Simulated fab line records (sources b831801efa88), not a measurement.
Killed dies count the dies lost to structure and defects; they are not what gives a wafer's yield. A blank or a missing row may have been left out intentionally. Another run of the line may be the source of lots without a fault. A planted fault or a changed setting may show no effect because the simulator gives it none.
What tool caused it? || flow gf180mcu || 18 wafers from 6 lots sampled at 3 of the route's 602 steps

WHAT THE GAUGES READ, wafer by wafer
GF_M2_RS_MEAS_05: the measuring method here is four-point-probe.
{"lot": "L291", "measured": "day 19 01:01", "on": "film-metro-03", "M2_ALCU_RS (ohm/sq)": "0.0695 0.0694 0.0696"}
{"lot": "L293", "measured": "day 19 18:58", "on": "film-metro-01", "M2_ALCU_RS (ohm/sq)": "0.0706 0.0696 0.0706"}
{"lot": "L297", "measured": "day 21 07:15", "on": "film-metro-04", "M2_ALCU_RS (ohm/sq)": "0.0703 0.0693 0.0691"}
{"lot": "L299", "measured": "day 21 19:43", "on": "film-metro-04", "M2_ALCU_RS (ohm/sq)": "0.0703 0.0706 0.0702"}
{"lot": "L302", "measured": "day 23 00:14", "on": "film-metro-04", "M2_ALCU_RS (ohm/sq)": "0.0707 0.0703 0.0697"}
{"lot": "L312", "measured": "day 26 05:41", "on": "film-metro-01", "M2_ALCU_RS (ohm/sq)": "0.0688 0.0692 0.0692"}

WHAT TOOL EACH LOT RAN ON (gives the tool, then ch and the chambers of the sampled wafers, and finally the start)
{"lot": "L291", "GF_M2_SPUTTER_01": "pvd-sputter-03, day 19 00:53", "GF_M2_SPUTTER_02": "pvd-sputter-03, day 19 00:55"}
{"lot": "L293", "GF_M2_SPUTTER_01": "pvd-sputter-04, day 19 18:51", "GF_M2_SPUTTER_02": "pvd-sputter-04, day 19 18:53"}
{"lot": "L297", "GF_M2_SPUTTER_01": "pvd-sputter-03, day 21 07:07", "GF_M2_SPUTTER_02": "pvd-sputter-03, day 21 07:08"}
{"lot": "L299", "GF_M2_SPUTTER_01": "pvd-sputter-03, day 21 19:36", "GF_M2_SPUTTER_02": "pvd-sputter-03, day 21 19:38"}
{"lot": "L302", "GF_M2_SPUTTER_01": "pvd-sputter-04, day 23 00:07", "GF_M2_SPUTTER_02": "pvd-sputter-04, day 23 00:08"}
{"lot": "L312", "GF_M2_SPUTTER_01": "pvd-sputter-03, day 26 05:32", "GF_M2_SPUTTER_02": "pvd-sputter-03, day 26 05:34"}
- GF_M2_SPUTTER_01: material TiN, target thk 30 nm, time 25 s.
- GF_M2_SPUTTER_02: material AlCu, target thk 450 nm, time 23.9 s.

THE ANSWER, worked out from the rows above alone
Rule: usual is defined by the lots themselves. Put in order of their means at a reading, lots are off if they are a third of the lots or fewer, leave a main group of 4 or more, and stand apart from it by a gap of 3 or more times the standard deviation of the main group's means; of several such gaps the widest counts. The tables above print the reading to a certain number of digits; a main group whose means all agree to those digits is not used. Also off: a lot with no number at a reading for which 4 or more lots have one. Where the step has rows for the other lots, those lots are counted as sound.
Nothing can be told from this: no lot is off at any reading shown.

WHAT HAD BEEN PUT IN BY THE SIMULATOR
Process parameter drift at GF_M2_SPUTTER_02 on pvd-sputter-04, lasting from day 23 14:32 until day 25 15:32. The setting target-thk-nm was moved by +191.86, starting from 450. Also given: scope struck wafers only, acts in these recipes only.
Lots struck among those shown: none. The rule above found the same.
